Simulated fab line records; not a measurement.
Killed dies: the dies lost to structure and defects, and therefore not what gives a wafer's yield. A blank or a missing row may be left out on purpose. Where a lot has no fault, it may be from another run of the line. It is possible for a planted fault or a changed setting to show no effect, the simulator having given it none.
Which tool did it? | flow gf180mcu | Sampling: 24 lots, 72 wafers, 2 of 602 route steps

WHAT EACH GAUGE READ, for each wafer
GF_POLY_GATE_OVL_MEAS_11. Usual: for POLY_GATE_OVL the level is 0 nm and the standard deviation is 5.1.
lot  | measured     | on         | POLY_GATE_OVL (nm) | flag
L074 | day 9 05:30  | overlay-01 | 5 -3 -7            | 
L075 | day 9 10:57  | overlay-01 | -7 2 -1            | 
L076 | day 9 17:10  | overlay-01 | -10 -7 -13         | 
L077 | day 10 00:30 | overlay-01 | 3 0 -4             | 
L078 | day 10 05:22 | overlay-02 | -1 -11 -5          | 
L079 | day 10 13:29 | overlay-02 | -5 6 -1            | 
L080 | day 10 23:22 | overlay-01 | -3 2 -8            | 
L081 | day 11 04:47 | overlay-02 | -1 -5 -10          | 
L082 | day 11 12:30 | overlay-01 | -10 1 -6           | 
L083 | day 12 02:14 | overlay-01 | 1 2 0              | 
L084 | day 12 13:54 | overlay-01 | 3 10 7             | 
L085 | day 12 17:17 | overlay-02 | 0 1 3              | 
L086 | day 13 02:11 | overlay-02 | -1 3 9             | 
L087 | day 13 07:25 | overlay-01 | 5 3 11             | 
L088 | day 13 09:19 | overlay-01 | 7 6 1              | 
L089 | day 13 19:52 | overlay-02 | -5 -2 -7           | 
L090 | day 14 05:08 | overlay-01 | 6 8 2              | 
L091 | day 14 08:40 | overlay-02 | 8 5 0              | 
L092 | day 14 13:23 | overlay-02 | -4 2 -3            | 
L093 | day 14 19:50 | overlay-02 | 6 4 10             | 
L094 | day 15 01:50 | overlay-01 | 6 3 -6             | 
L095 | day 15 10:41 | overlay-02 | -1 -2 4            | 
L096 | day 15 14:06 | overlay-02 | -1 3 1             | 
L097 | day 16 02:18 | overlay-02 | -6 1 6             | 

GF_HV_LDD_OVL_MEAS_20. Usual: for HV_LDD_01_OVL the level is -1.1 nm and the standard deviation is 1.2.
lot  | measured     | on         | HV_LDD_01_OVL (nm) | flag
L074 | day 10 20:05 | overlay-02 | -0.3 -1.7 -0.5     | 
L075 | day 11 00:36 | overlay-02 | -0.8 -1.5 -2.3     | 
L076 | day 11 07:59 | overlay-01 | -0.6 -0.7 -1.4     | 
L077 | day 11 15:00 | overlay-02 | -1.7 -3.0 -2.7     | 
L078 | day 11 21:05 | overlay-02 | 1.2 0.9 0.1        | 
L079 | day 12 04:31 | overlay-02 | -2.9 -2.6 -1.9     | 
L080 | day 12 15:47 | overlay-01 | -0.3 -0.3 -2.2     | 
L081 | day 12 21:27 | overlay-02 | 0.7 -0.5 -1.4      | 
L082 | day 13 05:29 | overlay-02 | 0.6 -0.4 -1.0      | 
L083 | day 13 23:50 | overlay-01 | 0.3 -1.0 -1.0      | 
L084 | day 14 08:57 | overlay-01 | -2.1 -0.7 -0.8     | 
L085 | day 14 12:29 | overlay-01 | -0.7 -0.1 -1.5     | 
L086 | day 14 20:08 | overlay-02 | -1.0 -0.2 -3.0     | 
L087 | day 15 02:44 | overlay-02 | -0.4 -0.4 -2.3     | 
L088 | day 15 05:50 | overlay-01 | 2.4 0.5 0.1        | 
L089 | day 15 15:54 | overlay-02 | -1.1 -0.5 -1.4     | 
L090 | day 16 02:36 | overlay-01 | -2.3 -1.8 -1.2     | 
L091 | day 16 05:40 | overlay-02 | 0.2 -1.8 -0.6      | 
L092 | day 16 10:59 | overlay-01 | -1.0 -0.2 -0.6     | 
L093 | day 16 18:20 | overlay-02 | -2.9 -2.5 -2.1     | 
L094 | day 17 01:02 | overlay-02 | 1.4 -0.6 1.4       | 
L095 | day 17 09:26 | overlay-01 | -0.4 -2.8 -2.8     | 
L096 | day 17 15:29 | overlay-02 | -1.6 -1.4 -2.3     | 
L097 | day 18 04:08 | overlay-02 | -0.3 -0.8 0.7      | 

WHICH TOOL RAN EACH LOT (tool, then ch and the chambers of the sampled wafers, then the start)
The record shows no process step preceding these readings.

AS READ BY THE TOOLS THEMSELVES (means over the sampled wafers that have a number; for cases with no such wafer, the mark the record gives instead)
The record holds no such reading with a usual standard deviation.

THE ANSWER, worked out from the rows above alone
Rule: lot off if the mean of its wafers having a number is beyond 3 standard deviations from the usual mean. Also off: a lot with no number at a reading for which 4 or more lots have one. Any other lot the step has rows for is counted as sound. First the gauges in route order, then the tools' own readings, where a lot's mean is used as printed above. The first step at which some lot is off is used, and at that step the reading that is off furthest; a lot without a number counts as furthest.
No lot is off on any of the readings shown, so nothing can be concluded from this.

WHAT THE SIMULATOR PUT IN
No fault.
